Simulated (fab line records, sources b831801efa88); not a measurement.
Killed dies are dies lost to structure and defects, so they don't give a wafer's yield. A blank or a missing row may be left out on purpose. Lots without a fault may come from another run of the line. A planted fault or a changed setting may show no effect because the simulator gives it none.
Which tool did it? | flow sky130 | 9 lots, 27 wafers sampled, at 2 steps of a route of 708

WHAT THE GAUGES READ, wafer by wafer
SKY_METAL5_RS_MEAS_05: measures by four-point-probe.
lot  | measured     | on            | METAL5_ALCU_RS (ohm/sq)
L120 | day 43 06:12 | film_metro-03 | 0.02699 0.02706 0.02704
L121 | day 43 08:57 | film_metro-02 | 0.02725 0.02711 0.02673
L123 | day 44 05:35 | film_metro-03 | 0.02671 0.02717 0.02676
L128 | day 45 07:38 | film_metro-02 | 0.02747 0.02724 0.02731
L135 | day 47 10:41 | film_metro-01 | 0.02651 0.0243 0.024
L138 | day 47 22:16 | film_metro-03 | 0.02666 0.02417 0.02706
L139 | day 48 05:16 | film_metro-01 | 0.0269 0.02672 0.0272
L142 | day 48 19:28 | film_metro-03 | 0.02701 0.02706 0.02699
L140 | day 48 21:00 | film_metro-02 | 0.02729 0.02752 0.02744

WHICH TOOL RAN EACH LOT (tool, then ch and the chambers of the sampled wafers, then the start)
lot  | SKY_METAL5_SPUTTER_02
L120 | pvd_sputter-01, day 43 06:04
L121 | pvd_sputter-04, day 43 08:47
L123 | pvd_sputter-01, day 44 05:28
L128 | pvd_sputter-01, day 45 07:32
L135 | pvd_sputter-01, day 47 10:34
L138 | pvd_sputter-01, day 47 22:09
L139 | pvd_sputter-02, day 48 05:07
L142 | pvd_sputter-02, day 48 19:20
L140 | pvd_sputter-02, day 48 20:53
- SKY_METAL5_SPUTTER_02: material AlCu, target thk 1150 nm, time 61.2 s.

THE ANSWER, worked out from the rows above alone
Rule: what is usual is taken from the lots themselves. Put in order of their means at a reading, lots are off if they are a third of the lots or fewer, leave a main group of 4 or more, and stand apart from it by a gap of 3 or more times the standard deviation of the main group's means; of several such gaps the widest counts. A main group whose means are all the same, to the digits that the tables above print for the reading, isn't used. A lot without any number at a reading at which 4 lots or more have one is off too. The other lots that the step has rows for count as sound.
Off: L135, L138, at SKY_METAL5_RS_MEAS_05 (METAL5_ALCU_RS). The main group: mean 0.02709 ohm/sq, standard deviation 0.00019.
A tool fits if, at a process step before that reading, it ran every lot that is off, and no sound lot after the first of them. The gauges at SKY_METAL5_RS_MEAS_05 are tried like those tools. One fits: pvd_sputter-01 at SKY_METAL5_SPUTTER_02. Its last sound lot is L128 (day 45 07:32), its first lot that is off L135 (day 47 10:34): a fault that began between those two fits.

WHAT THE SIMULATOR HAD PUT IN
Process parameter drift: pvd_sputter-01, from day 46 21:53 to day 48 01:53, at SKY_METAL5_SPUTTER_02. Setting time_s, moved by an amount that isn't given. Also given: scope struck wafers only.
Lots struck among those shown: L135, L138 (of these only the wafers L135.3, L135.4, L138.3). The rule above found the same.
